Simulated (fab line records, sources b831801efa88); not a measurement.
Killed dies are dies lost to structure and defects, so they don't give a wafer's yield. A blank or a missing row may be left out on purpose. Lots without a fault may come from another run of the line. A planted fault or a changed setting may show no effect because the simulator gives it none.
Which tool did it? | flow sky130 | 11 lots, 33 wafers sampled, at 3 steps of a route of 708

WHAT THE GAUGES READ, wafer by wafer
SKY_VIA4_THK_MEAS_01. Usual: VIA4_HDPCVD_THK 1748 nm, standard deviation 23.
lot  | measured     | on            | VIA4_HDPCVD_THK (nm) | flag
L592 | day 41 19:37 | film_metro-04 | 1764 1741 1783       |
L593 | day 41 21:33 | film_metro-03 | 1745 1736 1762       |
L594 | day 42 13:29 | film_metro-03 | 1759 1774 1746       |
L601 | day 44 15:38 | film_metro-02 | 1955 1930 1950       | OFF
L602 | day 44 20:44 | film_metro-04 | 1956 1930 1954       | OFF
L605 | day 45 15:31 | film_metro-04 | 1784 1767 1775       |
L606 | day 46 04:59 | film_metro-03 | 1753 1790 1771       |
L613 | day 47 11:17 | film_metro-03 | 1756 1782 1767       |
L612 | day 47 16:17 | film_metro-02 | 1716 1717 1752       |
L615 | day 47 20:21 | film_metro-03 | 1777 1762 1774       |
L614 | day 47 22:22 | film_metro-03 | 1764 1750 1749       |

WHICH TOOL RAN EACH LOT (tool, then ch and the chambers of the sampled wafers, then the start)
lot  | SKY_METAL4_SPUTTER_00        | SKY_VIA4_HDPCVD_00
L592 | pvd_sputter-03, day 39 17:00 | hdpcvd-02 ch 0,1,2, day 41 19:26
L593 | pvd_sputter-03, day 39 19:08 | hdpcvd-02 ch 0,1,2, day 41 21:22
L594 | pvd_sputter-04, day 40 11:38 | hdpcvd-02 ch 0,1,2, day 42 13:18
L601 | pvd_sputter-04, day 42 17:35 | hdpcvd-01 ch 0,1,2, day 44 15:26
L602 | pvd_sputter-03, day 42 21:26 | hdpcvd-01 ch 0,1,2, day 44 20:37
L605 | pvd_sputter-01, day 43 17:28 | hdpcvd-02 ch 1,2, day 45 15:20
L606 | pvd_sputter-01, day 44 08:42 | hdpcvd-02 ch 0,1,2, day 46 04:49
L613 | pvd_sputter-03, day 45 16:10 | hdpcvd-02 ch 0,1,2, day 47 11:07
L612 | pvd_sputter-04, day 45 20:22 | hdpcvd-01 ch 0,1,2, day 47 16:06
L615 | pvd_sputter-03, day 46 01:56 | hdpcvd-02 ch 0,2, day 47 20:10
L614 | pvd_sputter-03, day 46 03:17 | hdpcvd-02 ch 0,1, day 47 22:11
- SKY_METAL4_SPUTTER_00: material Ti, target thk 15 nm, time 10 s.
- SKY_VIA4_HDPCVD_00: deposits SiO2, target thk 1750 nm, time 291.7 s.

WHAT THE TOOLS THEMSELVES READ (means of the sampled wafers that have a number; where no wafer has one, the mark that the record gives instead)
SKY_METAL4_SPUTTER_00. Usual: throttle_valve_pct 30.0 %, standard deviation 0.82.
lot  | tool           | throttle_valve_pct (%) | flag
L592 | pvd_sputter-03 | 30.2                   |
L593 | pvd_sputter-03 | 30.1                   |
L594 | pvd_sputter-04 | 29.6                   |
L601 | pvd_sputter-04 | 29.9                   |
L602 | pvd_sputter-03 | 29.6                   |
L605 | pvd_sputter-01 | 30.8                   |
L606 | pvd_sputter-01 | 30.5                   |
L613 | pvd_sputter-03 | 29.9                   |
L612 | pvd_sputter-04 | 30.3                   |
L615 | pvd_sputter-03 | 30.2                   |
L614 | pvd_sputter-03 | 30.2                   |

SKY_VIA4_HDPCVD_00. Usual: run_length_s 319.7 s, standard deviation 0.42.
lot  | tool      | run_length_s (s) | flag
L592 | hdpcvd-02 | 320.1            |
L593 | hdpcvd-02 | 319.8            |
L594 | hdpcvd-02 | 319.9            |
L601 | hdpcvd-01 | 355.7            | OFF
L602 | hdpcvd-01 | 355.9            | OFF
L605 | hdpcvd-02 | 320.2            |
L606 | hdpcvd-02 | 319.8            |
L613 | hdpcvd-02 | 320.0            |
L612 | hdpcvd-01 | 319.6            |
L615 | hdpcvd-02 | 319.8            |
L614 | hdpcvd-02 | 319.8            |

THE ANSWER, worked out from the rows above alone
Rule: a lot is off if the mean of its wafers that have a number lies more than 3 standard deviations from the usual mean. A lot without any number at a reading at which 4 lots or more have one is off too. The other lots that the step has rows for count as sound. The gauges are gone through in route order, then the tools' own readings, and for those a lot's mean is taken as printed above. The first step at which some lot is off is used, and at that step the reading that is off furthest; a lot without a number counts as furthest.
Off: L601, L602, at SKY_VIA4_THK_MEAS_01 (VIA4_HDPCVD_THK).
A tool fits if, at a process step before that reading, it ran every lot that is off, and no sound lot after the first of them. The gauges at SKY_VIA4_THK_MEAS_01 aren't tried: what is off there is off at SKY_VIA4_HDPCVD_00 too, on other tools, and a gauge's error can't cause that. None of those tried fits.

WHAT THE SIMULATOR HAD PUT IN
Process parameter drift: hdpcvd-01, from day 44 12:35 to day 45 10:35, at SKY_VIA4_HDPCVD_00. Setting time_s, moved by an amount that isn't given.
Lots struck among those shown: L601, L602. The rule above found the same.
